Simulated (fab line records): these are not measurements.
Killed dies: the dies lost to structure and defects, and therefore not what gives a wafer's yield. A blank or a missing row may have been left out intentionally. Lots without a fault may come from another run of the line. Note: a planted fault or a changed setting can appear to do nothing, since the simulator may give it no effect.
fab line records | flow sky130
record: lots: 13 wafers: 39 lastDay: 50
route steps=708 shown VIA3@596 VIA4@639 PAD_OPEN@708
lots untouched by any fault: they come from a run of this same line in which no faults occurred
startH: hours from the record's opening day to when the first of the lot's shown wafers began | waitH: hours from the lot's prior step to this one | " the same as in the row above | L1.1+2: a single row standing in for several wafers | - no value, or no start was given | * or withheld: withheld | < > ~ a bound
route shown NAME@n: a module of which the file shows steps, and the number in the route of the first | usual: mean and standard deviation over wafers with no fault | same: alike in all rows | chamber/n: place in a boat | sites: the reading at each site | _std_site: standard deviation across them | _edge_site: outer sites' mean less inner sites' | radiusMm: how far each site lies from the wafer's centre | mask NAME#n: copy n | behind: the most recent tool/chamber to have shaped the wafer | hold: why the lot went on hold/how many hours it stayed there/how the hold came to an end | device: the n, p or np transistor that did not switch | end of line: the same wafers' tests at the end of the route | step lacking rows: just its recipe | killed: dies lost to structure and defects at the first sort, not the wafer's yield | map: the dies of a wafer, with x for killed, . for not killed, _ for no die there
set.NAME: setting as actually run; set.NAME@STEP: the setting as run at that earlier step | model.NAME: the simulator's own value behind a step, which no gauge read
a sample of lots followed through the steps of the route, with each step as a table and each wafer as a row
services: from which hour (startH, from the record's first day; less than 0 if before it) a tool's chamber was out of use, for how many hours, and why
== steps ==
step: SKY_VIA3_THK_MEAS_23
recipe: thkMeasGauge: xrf reads: W_of_VIA3_CVD_21
usual: VIA3_W_THK: 394/6.8
columns lot.wafer tool chamber startH waitH VIA3_W_THK[nm]
L933.2 filmMetro-04 - 923.18 0.1 391
L933.4 " - " " 391
L933.5 " - " " 401
L934.1 filmMetro-02 - 932.08 0.1 398
L934.4 " - " " 394
L934.5 " - " " 397
L936.1 filmMetro-02 - 949.51 0.1 388
L936.2 " - " " 393
L936.4 " - " " 390
L937.2 filmMetro-02 - 957.38 0.1 394
L937.3 " - " " 390
L937.4 " - " " 395
L938.1 filmMetro-03 - 966.17 0.1 384
L938.4 " - " " 389
L938.5 " - " " 388
L939.2 filmMetro-03 - 977.28 0.1 396
L939.3 " - " " 394
L939.4 " - " " 393
L944.2 filmMetro-02 - 1009.73 0.1 397
L944.4 " - " " 406
L944.5 " - " " 403
L945.2 filmMetro-04 - 1018.82 0.1 387
L945.4 " - " " 390
L945.5 " - " " 389
L946.2 filmMetro-02 - 1019.52 0.1 401
L946.3 " - " " 403
L946.5 " - " " 399
L950.1 filmMetro-02 - 1047.96 0.1 400
L950.5 " - " " 396
L950.6 " - " " 405
L951.3 filmMetro-02 - 1050.98 0.1 401
L951.5 " - " " 405
L951.6 " - " " 402
L952.2 filmMetro-02 - 1060.87 0.1 401
L952.3 " - " " 393
L952.5 " - " " 390
L954.1 filmMetro-03 - 1077.07 0.1 383
L954.4 " - " " 381
L954.5 " - " " 385
step: SKY_VIA4_HDPCVD_00
recipe: material: SiO2 targetThkNm: 1750 sigmaOpenFrac: 0.3 timeS: 291.7 tempC: 400 sih4FlowSccm: 60 pressureMtorr: 6
columns lot.wafer tool chamber startH waitH
L933.2+4+5 hdpcvd-01 0,2,1 975.36 0.0
L934.1+4+5 hdpcvd-01 1,0,1 982.23 0.0
L936.1+2+4 hdpcvd-02 2,1,2 999.78 0.0
L937.2+3+4 hdpcvd-02 2,0,1 1006.35 0.0
L938.1+4+5 hdpcvd-01 2,0,1 1014.83 0.0
L939.2+3+4 hdpcvd-02 0,1,1 1026.85 0.0
L944.2+4+5 hdpcvd-02 0,2,0 1056.83 0.0
L945.2+4+5 hdpcvd-02 2,0,2 1064.26 0.0
L946.2+3+5 hdpcvd-02 0,2,2 1065.98 0.0
L950.1+5+6 hdpcvd-01 2,0,2 1093.13 0.0
L951.3+5+6 hdpcvd-01 0,2,0 1095.89 0.0
L952.2+3+5 hdpcvd-01 2,0,1 1105.19 0.0
L954.1+4+5 hdpcvd-01 0,1,0 1119.62 0.0
step: SKY_VIA4_THK_MEAS_01
recipe: reads: SiO2_of_VIA4_HDPCVD_00
usual: VIA4_HDPCVD_THK: 1752/17
columns lot.wafer tool chamber startH waitH VIA4_HDPCVD_THK[nm]
L933.2 filmMetro-02 - 975.55 0.1 1768
L933.4 " - " " 1770
L933.5 " - " " 1753
L934.1 filmMetro-01 - 982.41 0.1 1725
L934.4 " - " " 1712
L934.5 " - " " 1704
L936.1 filmMetro-04 - 999.96 0.1 1759
L936.2 " - " " 1724
L936.4 " - " " 1731
L937.2 filmMetro-02 - 1006.54 0.1 1750
L937.3 " - " " 1746
L937.4 " - " " 1752
L938.1 filmMetro-01 - 1015.01 0.1 1762
L938.4 " - " " 1754
L938.5 " - " " 1764
L939.2 filmMetro-01 - 1027.03 0.1 1764
L939.3 " - " " 1754
L939.4 " - " " 1749
L944.2 filmMetro-01 - 1057.02 0.1 1769
L944.4 " - " " 1214
L944.5 " - " " 1745
L945.2 filmMetro-04 - 1064.45 0.1 1730
L945.4 " - " " 1219
L945.5 " - " " 1747
L946.2 filmMetro-01 - 1066.17 0.1 1751
L946.3 " - " " 1186
L946.5 " - " " 1748
L950.1 filmMetro-01 - 1093.31 0.1 1749
L950.5 " - " " 1746
L950.6 " - " " 1760
L951.3 filmMetro-02 - 1096.09 0.1 1751
L951.5 " - " " 1780
L951.6 " - " " 1744
L952.2 filmMetro-02 - 1105.38 0.1 1774
L952.3 " - " " 1760
L952.5 " - " " 1755
L954.1 filmMetro-04 - 1119.80 0.1 1761
L954.4 " - " " 1760
L954.5 " - " " 1762
step: SKY_VIA4_BOW_MEAS_03
recipe: mode: bow
usual: VIA4_BOW: 79/8.4
columns lot.wafer tool chamber startH waitH VIA4_BOW[um]
L933.2 filmMetro-02 - 975.92 0.2 81
L933.4 " - " " 88
L933.5 " - " " 78
L934.1 filmMetro-04 - 982.77 0.1 84
L934.4 " - " " 78
L934.5 " - " " 94
L936.1 filmMetro-01 - 1000.32 0.2 74
L936.2 " - " " 85
L936.4 " - " " 63
L937.2 filmMetro-02 - 1006.91 0.2 72
L937.3 " - " " 76
L937.4 " - " " 73
L938.1 filmMetro-04 - 1015.37 0.1 91
L938.4 " - " " 100
L938.5 " - " " 87
L939.2 filmMetro-04 - 1027.46 0.3 75
L939.3 " - " " 74
L939.4 " - " " 66
L944.2 filmMetro-04 - 1057.39 0.3 83
L944.4 " - " " 89
L944.5 " - " " 84
L945.2 filmMetro-04 - 1065.14 0.3 94
L945.4 " - " " 84
L945.5 " - " " 89
L946.2 filmMetro-02 - 1066.54 0.2 81
L946.3 " - " " 98
L946.5 " - " " 88
L950.1 filmMetro-01 - 1093.67 0.2 70
L950.5 " - " " 72
L950.6 " - " " 61
L951.3 filmMetro-01 - 1096.53 0.3 75
L951.5 " - " " 84
L951.6 " - " " 70
L952.2 filmMetro-04 - 1105.81 0.3 96
L952.3 " - " " 91
L952.5 " - " " 84
L954.1 filmMetro-04 - 1120.16 0.2 60
L954.4 " - " " 60
L954.5 " - " " 80
step: SKY_VIA4_STRIP_13
recipe: chemistry: O2/N2 powerW: 1400 pressureMtorr: 1500 platenTempC: withheld o2FlowSccm: 3000 n2FlowSccm: 300 overashFraction: 0.5
usual: drypumpMotorCurrentA: 5.6/0.5 oesProductAu: 0.710/0.0046 stripTimeToEndpointS: 12.813/0.029
columns lot.wafer tool chamber startH waitH drypumpMotorCurrentA oesProductAu rfHoursCounterH stripTimeToEndpointS
L933.2 plasmaAsher-01 1 999.47 - 6.0 0.709 56 12.792
L933.4 " 1 " " 6.0 0.710 - 12.776
L933.5 " 0 " " 5.2 0.707 - 12.779
L934.1 plasmaAsher-01 0 1006.07 - 5.2 0.707 57 12.794
L934.4 " 1 " " 6.0 0.706 - 12.816
L934.5 " 1 " " 6.0 0.701 - 12.761
L936.1 plasmaAsher-03 1 1023.25 - 5.4 0.718 84 12.843
L936.2 " 0 " " 6.1 0.707 84 12.772
L936.4 " 0 " " 6.1 0.717 - 12.775
L937.2 plasmaAsher-03 1 1029.36 - 5.4 0.702 85 12.772
L937.3 " 0 " " 6.1 0.717 - 12.805
L937.4 " 1 " " 5.4 0.703 - 12.840
L938.1 plasmaAsher-01 0 1037.62 - 5.2 0.711 60 12.887
L938.4 " 1 " " 6.0 0.708 - 12.802
L938.5 " 0 " " 5.2 0.714 - 12.827
L939.2 plasmaAsher-01 1 1049.35 - 6.0 0.713 61 12.888
L939.3 " 0 " " 5.2 0.707 - 12.883
L939.4 " 1 " " 6.1 0.705 - 12.903
L944.2 plasmaAsher-02 1 1078.52 - 4.8 0.708 1 12.839
L944.4 " 1 " " 4.7 0.709 - 12.797
L944.5 " 1 " " 4.8 0.706 - 12.845
L945.2 plasmaAsher-01 0 1086.35 - 5.2 0.724 65 12.779
L945.4 " 0 " " 5.2 0.706 - 12.818
L945.5 " 0 " " 5.2 0.708 - 12.759
L946.2 plasmaAsher-02 1 1087.46 - 4.8 0.709 2 12.807
L946.3 " 0 " " 6.1 0.709 - 12.824
L946.5 " 0 " " 6.0 0.707 - 12.853
L950.1 plasmaAsher-02 1 1113.37 - 4.8 0.715 5 12.830
L950.5 " 1 " " 4.8 0.715 - 12.852
L950.6 " 0 " " 6.0 0.713 - 12.825
L951.3 plasmaAsher-01 0 1116.18 - 5.2 0.702 - 12.807
L951.5 " 0 " " 5.2 0.705 - 12.752
L951.6 " 1 " " 6.0 0.714 - 12.791
L952.2 plasmaAsher-03 1 1125.10 - 5.4 0.705 93 12.769
L952.3 " 0 " " 6.1 0.703 - 12.799
L952.5 " 0 " " 6.1 0.701 - 12.770
L954.1 plasmaAsher-03 1 1139.26 - 5.3 0.713 95 12.828
L954.4 " 0 " " 6.1 0.713 - 12.785
L954.5 " 0 " " 6.1 0.708 - 12.804
step: SKY_PAD_OPEN_PROBE_99
usual: defectLimitedYield: 82.7/2 killed_at_M0_to_M3: 42/7.7 killed_at_M4_up: 3.1/1.9 killedAtContacts: 24/4.9 killedAtFrontEnd: 15/4.6 killedAtOther: 0.3/0.51 killedDies: 85/9.9 killedOpen: 47/7.1 killedShort: 38/6.7
same: grossDies: 492 killedAtBackSide: 0
columns lot.wafer tool chamber startH waitH defectLimitedYield[%] killed_at_M0_to_M3 killed_at_M4_up killedAtContacts killedAtFrontEnd killedAtOther killedDies killedOpen killedShort
L933.2 prober-02 - 1071.72 0.1 80.5 48 1 25 22 0 96 60 36
L933.4 prober-02 - 1071.82 0.2 79.9 55 5 25 14 0 99 44 55
L933.5 prober-02 - 1071.87 0.2 82.3 42 5 31 9 0 87 44 43
L934.1 prober-02 - 1076.83 0.1 86.2 24 2 26 16 0 68 40 28
L934.4 prober-02 - 1076.98 0.2 86.2 29 3 20 16 0 68 38 30
L934.5 prober-02 - 1077.03 0.2 83.5 40 3 23 15 0 81 45 36
L936.1 prober-02 - 1093.02 0.1 83.5 52 3 17 9 0 81 41 40
L936.2 prober-02 - 1093.07 0.1 83.1 42 0 29 12 0 83 49 33
L936.4 prober-02 - 1093.17 0.2 85.6 31 3 18 18 1 71 40 30
L937.2 prober-01 - 1098.47 0.1 83.3 37 0 29 16 0 82 48 33
L937.3 prober-01 - 1098.52 0.2 84.6 41 2 26 7 0 76 36 39
L937.4 prober-01 - 1098.57 0.2 84.6 42 3 18 13 0 76 43 33
L938.1 prober-02 - 1106.56 0.1 83.7 35 2 23 20 0 80 46 34
L938.4 prober-02 - 1106.71 0.2 81.5 47 5 18 21 0 91 50 41
L938.5 prober-02 - 1106.76 0.2 81.7 41 3 26 20 0 90 57 33
L939.2 prober-01 - 1117.28 0.1 83.7 46 2 21 11 0 80 43 37
L939.3 prober-01 - 1117.33 0.2 82.1 43 6 26 13 0 88 49 39
L939.4 prober-01 - 1117.38 0.2 81.3 40 1 34 17 0 92 54 38
L944.2 prober-02 - 1142.16 0.1 79.9 53 8 26 12 0 99 49 50
L944.4 prober-02 - 1142.26 0.2 79.9 45 1 35 17 1 99 60 38
L944.5 prober-02 - 1142.31 0.2 81.7 50 1 24 15 0 90 50 40
L945.2 prober-01 - 1149.39 0.1 82.5 45 3 23 15 0 86 53 32
L945.4 prober-01 - 1149.49 0.2 84.3 39 2 17 19 0 77 46 29
L945.5 prober-01 - 1149.54 0.2 83.5 42 2 18 19 0 81 49 32
L946.2 prober-02 - 1150.58 0.1 84.3 35 2 30 10 0 77 45 32
L946.3 prober-02 - 1150.63 0.2 83.5 32 0 30 18 1 81 47 34
L946.5 prober-02 - 1150.73 0.2 82.3 35 5 35 12 0 87 52 35
L950.1 prober-02 - 1173.53 0.1 86.4 29 0 22 16 0 67 42 24
L950.5 prober-02 - 1173.73 0.2 82.1 44 3 26 14 1 88 55 31
L950.6 prober-02 - 1173.78 0.2 80.5 52 2 18 24 0 96 61 35
L951.3 prober-01 - 1175.16 0.2 80.1 43 3 39 13 0 98 47 51
L951.5 prober-01 - 1175.26 0.2 81.3 46 5 23 16 2 92 48 41
L951.6 prober-01 - 1175.31 0.2 83.5 38 4 27 12 0 81 44 37
L952.2 prober-02 - 1183.23 0.1 85.6 39 5 18 9 0 71 41 30
L952.3 prober-02 - 1183.28 0.2 81.7 45 8 23 13 1 90 51 39
L952.5 prober-02 - 1183.38 0.2 84.3 39 1 20 16 1 77 40 37
L954.1 prober-02 - 1195.18 0.1 77.2 60 4 30 17 1 112 55 56
L954.4 prober-02 - 1195.33 0.2 79.9 55 5 19 20 0 99 56 43
L954.5 prober-02 - 1195.38 0.2 81.3 44 0 34 13 1 92 55 36
killed by level:class
L933.2 CONTACT:geometricParticle:open=12 VIA1:geometricParticle:open=10 VIA3:geometricParticle:open=9 METAL1:geometricParticle:short=8 LI_CONTACT:geometricParticle:open=7 VIA1:geometricParticle:short=6 FIELD_ISO:geometricParticle:open=5 POLY_GATE:geometricParticle:open=5
L933.4 CONTACT:geometricParticle:open=9 VIA1:geometricParticle:short=9 VIA1:geometricParticle:open=8 CONTACT:geometricParticle:short=7 METAL2:geometricParticle:short=7 METAL1:geometricParticle:short=7 LI_CONTACT:geometricParticle:open=6 VIA2:geometricParticle:open=6
L933.5 CONTACT:geometricParticle:open=11 VIA1:geometricParticle:open=9 CONTACT:geometricParticle:short=8 VIA2:geometricParticle:open=6 VIA3:geometricParticle:short=5 METAL1:geometricParticle:short=5 POLY_GATE:geometricParticle:short=4 LI_CONTACT:geometricParticle:open=4
L934.1 CONTACT:geometricParticle:short=8 VIA1:geometricParticle:open=8 FIELD_ISO:geometricParticle:open=6 LI_CONTACT:geometricParticle:open=6 CONTACT:geometricParticle:open=6 LI_CONTACT:geometricParticle:short=5 FIELD_ISO:geometricParticle:short=4 METAL1:geometricParticle:short=4
L934.4 LI_CONTACT:geometricParticle:open=8 VIA1:geometricParticle:open=7 FIELD_ISO:geometricParticle:short=6 CONTACT:geometricParticle:open=6 FIELD_ISO:geometricParticle:open=5 VIA2:geometricParticle:open=4 METAL3:geometricParticle:short=4 POLY_GATE:geometricParticle:open=3
L934.5 VIA1:geometricParticle:open=9 LI_CONTACT:geometricParticle:open=9 METAL1:geometricParticle:short=8 CONTACT:geometricParticle:open=6 METAL2:geometricParticle:short=6 VIA3:geometricParticle:open=6 CONTACT:geometricParticle:short=5 FIELD_ISO:geometricParticle:short=4
L936.1 METAL1:geometricParticle:short=9 VIA1:geometricParticle:open=9 CONTACT:geometricParticle:open=8 VIA2:geometricParticle:open=8 VIA1:geometricParticle:short=7 METAL2:geometricParticle:short=7 VIA3:geometricParticle:open=7 LI_CONTACT:geometricParticle:open=4
L936.2 CONTACT:geometricParticle:open=12 VIA1:geometricParticle:open=10 LI_CONTACT:geometricParticle:open=8 VIA2:geometricParticle:open=7 VIA3:geometricParticle:open=6 VIA1:geometricParticle:short=5 LOCAL_INTERCONNECT:geometricParticle:short=5 METAL1:geometricParticle:short=5
L936.4 CONTACT:geometricParticle:open=12 VIA1:geometricParticle:open=10 FIELD_ISO:geometricParticle:short=5 POLY_GATE:geometricParticle:open=5 POLY_GATE:geometricParticle:short=5 VIA1:geometricParticle:short=4 VIA3:geometricParticle:short=4 VIA3:geometricParticle:open=4
L937.2 CONTACT:geometricParticle:open=14 CONTACT:geometricParticle:short=8 VIA1:geometricParticle:open=8 VIA2:geometricParticle:open=7 FIELD_ISO:geometricParticle:open=5 VIA2:geometricParticle:short=5 VIA3:geometricParticle:open=4 METAL2:geometricParticle:short=4
L937.3 CONTACT:geometricParticle:open=9 VIA3:geometricParticle:open=8 CONTACT:geometricParticle:short=7 VIA3:geometricParticle:short=6 LI_CONTACT:geometricParticle:open=5 VIA1:geometricParticle:open=5 METAL3:geometricParticle:short=5 METAL1:geometricParticle:short=4
L937.4 VIA1:geometricParticle:open=12 CONTACT:geometricParticle:open=9 VIA3:geometricParticle:open=7 VIA2:geometricParticle:open=6 METAL2:geometricParticle:short=6 FIELD_ISO:geometricParticle:short=5 CONTACT:geometricParticle:short=4 VIA3:geometricParticle:short=4
L938.1 VIA1:geometricParticle:open=13 CONTACT:geometricParticle:open=11 POLY_GATE:geometricParticle:open=5 METAL1:geometricParticle:short=5 FIELD_ISO:geometricParticle:short=4 POLY_GATE:geometricParticle:short=4 LI_CONTACT:geometricParticle:open=4 VIA3:geometricParticle:open=4
L938.4 VIA1:geometricParticle:open=16 CONTACT:geometricParticle:open=8 FIELD_ISO:geometricParticle:open=6 VIA1:geometricParticle:short=6 POLY_GATE:geometricParticle:short=5 METAL2:geometricParticle:short=5 VIA2:geometricParticle:open=5 VIA3:geometricParticle:short=5
L938.5 CONTACT:geometricParticle:open=10 VIA1:geometricParticle:open=9 VIA3:geometricParticle:open=7 VIA2:geometricParticle:open=7 FIELD_ISO:geometricParticle:open=6 LI_CONTACT:geometricParticle:open=6 FIELD_ISO:geometricParticle:short=4 CONTACT:geometricParticle:short=4
L939.2 VIA1:geometricParticle:open=11 LI_CONTACT:geometricParticle:open=9 VIA3:geometricParticle:open=8 POLY_GATE:geometricParticle:short=6 CONTACT:geometricParticle:open=6 METAL1:geometricParticle:short=5 VIA2:geometricParticle:open=5 VIA3:geometricParticle:short=5
L939.3 VIA2:geometricParticle:open=10 VIA1:geometricParticle:open=9 LI_CONTACT:geometricParticle:open=8 LOCAL_INTERCONNECT:geometricParticle:short=7 CONTACT:geometricParticle:open=6 METAL4:geometricParticle:short=5 SPACER:geometricParticle:open=4 METAL1:geometricParticle:short=4
L939.4 LI_CONTACT:geometricParticle:open=13 CONTACT:geometricParticle:open=11 VIA1:geometricParticle:open=8 VIA2:geometricParticle:open=8 POLY_GATE:geometricParticle:short=6 VIA3:geometricParticle:short=6 FIELD_ISO:geometricParticle:open=5 CONTACT:geometricParticle:short=4
L944.2 LI_CONTACT:geometricParticle:open=8 METAL1:geometricParticle:short=8 CONTACT:geometricParticle:open=8 VIA1:geometricParticle:open=8 VIA3:geometricParticle:open=8 METAL2:geometricParticle:short=6 METAL4:geometricParticle:short=6 VIA2:geometricParticle:short=5
L944.4 CONTACT:geometricParticle:open=16 LI_CONTACT:geometricParticle:open=9 METAL1:geometricParticle:short=9 VIA1:geometricParticle:open=9 VIA2:geometricParticle:open=9 CONTACT:geometricParticle:short=7 VIA3:geometricParticle:open=6 METAL2:geometricParticle:short=5
L944.5 VIA1:geometricParticle:open=12 CONTACT:geometricParticle:open=8 VIA2:geometricParticle:open=7 CONTACT:geometricParticle:short=6 VIA1:geometricParticle:short=6 VIA3:geometricParticle:open=6 LI_CONTACT:geometricParticle:open=5 METAL1:geometricParticle:short=5
L945.2 VIA1:geometricParticle:open=18 CONTACT:geometricParticle:open=8 LI_CONTACT:geometricParticle:open=7 METAL2:geometricParticle:short=7 VIA1:geometricParticle:short=6 FIELD_ISO:geometricParticle:open=5 FIELD_ISO:geometricParticle:short=4 VIA3:geometricParticle:open=4
L945.4 VIA1:geometricParticle:open=13 CONTACT:geometricParticle:open=9 FIELD_ISO:geometricParticle:short=5 FIELD_ISO:geometricParticle:open=5 VIA3:geometricParticle:open=5 POLY_GATE:geometricParticle:short=4 LI_CONTACT:geometricParticle:open=4 METAL2:geometricParticle:short=4
L945.5 VIA1:geometricParticle:open=13 FIELD_ISO:geometricParticle:short=7 LI_CONTACT:geometricParticle:open=7 FIELD_ISO:geometricParticle:open=6 CONTACT:geometricParticle:open=6 VIA2:geometricParticle:open=6 METAL1:geometricParticle:short=4 VIA2:geometricParticle:short=4
L946.2 CONTACT:geometricParticle:open=14 VIA1:geometricParticle:open=11 CONTACT:geometricParticle:short=7 LI_CONTACT:geometricParticle:open=5 POLY_GATE:geometricParticle:open=4 VIA1:geometricParticle:short=4 VIA2:geometricParticle:short=4 LOCAL_INTERCONNECT:geometricParticle:short=3
L946.3 CONTACT:geometricParticle:open=13 LI_CONTACT:geometricParticle:open=8 POLY_GATE:geometricParticle:short=7 VIA1:geometricParticle:open=7 VIA3:geometricParticle:open=6 FIELD_ISO:geometricParticle:short=5 VIA2:geometricParticle:open=5 CONTACT:geometricParticle:short=5
L946.5 CONTACT:geometricParticle:open=15 VIA1:geometricParticle:open=10 LI_CONTACT:geometricParticle:open=6 CONTACT:geometricParticle:short=5 METAL1:geometricParticle:short=5 VIA2:geometricParticle:open=5 FIELD_ISO:geometricParticle:short=4 LI_CONTACT:geometricParticle:short=4
L950.1 VIA1:geometricParticle:open=11 LI_CONTACT:geometricParticle:open=9 CONTACT:geometricParticle:open=5 VIA3:geometricParticle:open=5 FIELD_ISO:geometricParticle:open=4 POLY_GATE:geometricParticle:short=4 VIA1:geometricParticle:short=4 POLY_GATE:geometricParticle:open=3
L950.5 VIA3:geometricParticle:open=13 CONTACT:geometricParticle:open=12 VIA1:geometricParticle:open=11 VIA2:geometricParticle:open=7 VIA1:geometricParticle:short=5 POLY_GATE:geometricParticle:open=4 LI_CONTACT:geometricParticle:open=4 CONTACT:geometricParticle:short=4
L950.6 VIA1:geometricParticle:open=17 VIA3:geometricParticle:open=8 FIELD_ISO:geometricParticle:open=7 POLY_GATE:geometricParticle:short=7 VIA2:geometricParticle:open=7 CONTACT:geometricParticle:open=6 POLY_GATE:geometricParticle:open=5 METAL2:geometricParticle:short=5
L951.3 CONTACT:geometricParticle:open=15 VIA1:geometricParticle:short=9 LOCAL_INTERCONNECT:geometricParticle:short=8 VIA3:geometricParticle:open=7 CONTACT:geometricParticle:short=6 VIA1:geometricParticle:open=6 METAL2:geometricParticle:short=6 FIELD_ISO:geometricParticle:short=5
L951.5 VIA1:geometricParticle:open=9 CONTACT:geometricParticle:open=8 METAL1:geometricParticle:short=8 VIA1:geometricParticle:short=7 VIA3:geometricParticle:open=7 LI_CONTACT:geometricParticle:open=6 VIA2:geometricParticle:open=6 CONTACT:geometricParticle:short=5
L951.6 CONTACT:geometricParticle:open=12 VIA1:geometricParticle:open=11 METAL1:geometricParticle:short=9 LI_CONTACT:geometricParticle:open=7 CONTACT:geometricParticle:short=6 FIELD_ISO:geometricParticle:short=4 METAL3:geometricParticle:short=4 VIA1:geometricParticle:short=3
L952.2 VIA1:geometricParticle:open=15 LI_CONTACT:geometricParticle:open=6 VIA1:geometricParticle:short=6 CONTACT:geometricParticle:open=5 VIA3:geometricParticle:open=5 CONTACT:geometricParticle:short=4 METAL4:geometricParticle:short=4 FIELD_ISO:geometricParticle:short=3
L952.3 VIA1:geometricParticle:open=9 CONTACT:geometricParticle:open=9 VIA1:geometricParticle:short=8 METAL2:geometricParticle:short=6 CONTACT:geometricParticle:short=5 LI_CONTACT:geometricParticle:open=5 VIA2:geometricParticle:open=5 VIA3:geometricParticle:open=5
L952.5 CONTACT:geometricParticle:open=9 POLY_GATE:geometricParticle:open=7 VIA1:geometricParticle:open=7 METAL1:geometricParticle:short=7 VIA1:geometricParticle:short=6 LI_CONTACT:geometricParticle:open=5 METAL3:geometricParticle:short=5 FIELD_ISO:geometricParticle:short=4
L954.1 VIA3:geometricParticle:open=11 METAL1:geometricParticle:short=10 LI_CONTACT:geometricParticle:open=9 VIA1:geometricParticle:short=8 VIA1:geometricParticle:open=7 VIA2:geometricParticle:open=7 FIELD_ISO:geometricParticle:open=6 CONTACT:geometricParticle:short=6
L954.4 VIA1:geometricParticle:open=10 VIA3:geometricParticle:open=10 VIA2:geometricParticle:open=8 FIELD_ISO:geometricParticle:open=7 METAL3:geometricParticle:short=7 LI_CONTACT:geometricParticle:open=7 CONTACT:geometricParticle:open=6 METAL1:geometricParticle:short=6
L954.5 LI_CONTACT:geometricParticle:open=16 VIA1:geometricParticle:open=14 VIA2:geometricParticle:open=9 METAL1:geometricParticle:short=8 CONTACT:geometricParticle:open=5 FIELD_ISO:geometricParticle:short=4 LI_CONTACT:geometricParticle:short=4 CONTACT:geometricParticle:short=4
== services ==
columns tool chamber startH hours kind
hdpcvd-01 0 965.25 - clean
hdpcvd-01 1 965.25 - clean
hdpcvd-01 2 965.25 - clean
hdpcvd-02 2 1009.69 3.7 repair
hdpcvd-02 0 1019.95 4.9 repair
plasmaAsher-01 - 1042.12 5.5 repair
plasmaAsher-02 - 1055.25 9.0 pm
plasmaAsher-02 0 1055.25 9.0 ventCycle
plasmaAsher-02 1 1055.25 9.0 ventCycle
plasmaAsher-03 - 1059.28 12.8 pm
plasmaAsher-02 0 1064.25 - clean
plasmaAsher-02 1 1064.25 - clean
plasmaAsher-01 - 1069.16 0.4 repair
plasmaAsher-01 - 1091.55 2.4 repair
== key ==
firstSign: step: SKY_VIA4_THK_MEAS_01 reading: VIA4_HDPCVD_THK direction: down sigmas: 32 usual: 1752 struck: 1206
effect none on later readings
metAt SKY_VIA4_HDPCVD_00
struckLots L944,L945,L946
struckWafers L944.4,L945.4,L946.3
notActingAt SKY_VIA3_THK_MEAS_23,SKY_VIA4_BOW_MEAS_03,SKY_VIA4_STRIP_13
onsetBetween 1026.85 1056.83
fault: kind: processParameterDrift tool: hdpcvd-02 chamber: - onsetH: 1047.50 steps: SKY_VIA4_HDPCVD_00 channel: targetThkNm offset: -529.88 shape: step endH: 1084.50 scope: struckWafersOnly actsIn: theseRecipesOnly stated: 1750
